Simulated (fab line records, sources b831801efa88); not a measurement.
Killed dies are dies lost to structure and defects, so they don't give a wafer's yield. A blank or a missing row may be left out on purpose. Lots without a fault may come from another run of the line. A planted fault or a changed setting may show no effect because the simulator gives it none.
One fault seen from 2 desks | flow sky130 | each desk has only its own numbers; what lay behind them comes last

THE TOOL OWNER'S DESK: litho_track-01
The tool's own readings at SKY_POLY_GATE_COAT_08 (resist thk 450 nm): means of the sampled wafers that have a number, for each lot that ran on this tool. A lot is out of limits, marked OUT, if its mean lies more than 4 standard deviations from the usual mean; the brackets give that distance.
Columns: A = spin_speed_rpm at SKY_POLY_GATE_COAT_08, usual 3000.2 rpm
lot  | first seen here | A
L726 | day 18 18:00    | 2998.9
L727 | day 19 03:00    | 3003.2
L730 | day 20 08:00    | 3001.8
L731 | day 20 16:00    | 3908.1 (+99 or more) OUT
L733 | day 21 08:00    | 3905.9 (+99 or more) OUT
L741 | day 24 10:00    | 3000.4
This desk's finding: out of limits on L731, L733; first on L731, day 20 16:00 (spin_speed_rpm at SKY_POLY_GATE_COAT_08). In limits: L726, L727, L730, L741.

THE METROLOGY DESK
What the gauges read, lot by lot, whatever tool the lot ran on: means of the sampled wafers that have a number. A lot is out of limits, marked OUT, if its mean lies more than 4 standard deviations from the usual mean; the brackets give that distance.
Columns: A = POLY_GATE_CVD_00_THK at SKY_POLY_GATE_THK_MEAS_01, usual 180.9 nm; B = cd_nm at SKY_POLY_GATE_CD_MEAS_22, usual 150.0 nm
lot  | first seen here | A     | B
L718 | day 13 22:47    | 179.6 | 151.9
L721 | day 15 20:51    | 181.5 | 152.9
L722 | day 15 23:12    | 181.7 | 150.9
L724 | day 16 07:37    | 181.7 | 152.0
L726 | day 16 20:15    | 180.2 | 147.5
L727 | day 17 00:41    | 182.1 | 151.3
L728 | day 17 11:03    | 181.4 | 147.2
L730 | day 18 07:40    | 178.0 | 150.2
L731 | day 18 15:29    | 180.4 | 150.1
L732 | day 18 21:17    | 181.6 | 150.5
L733 | day 19 09:46    | 179.7 | 149.6
L741 | day 22 10:13    | 179.7 | 149.1
This desk's finding: nothing out of limits on any of the 12 lots.

PUT TOGETHER
The tool owner's desk could have raised an alarm at day 20 16:00, on L731, L733.
The metrology desk saw nothing out of limits.
The metrology desk has L731, L733 on record, within its limits.
Of the lots named, all ran SKY_POLY_GATE_COAT_08 on litho_track-01.

WHAT THE SIMULATOR HAD PUT IN
Process parameter drift: litho_track-01, from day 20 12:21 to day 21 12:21, at SKY_POLY_GATE_COAT_08. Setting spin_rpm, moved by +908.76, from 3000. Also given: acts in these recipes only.
Lots struck among those shown: L731, L733.
Hours from the fault's start to each desk's first reading out of limits: the tool owner's desk, 4.
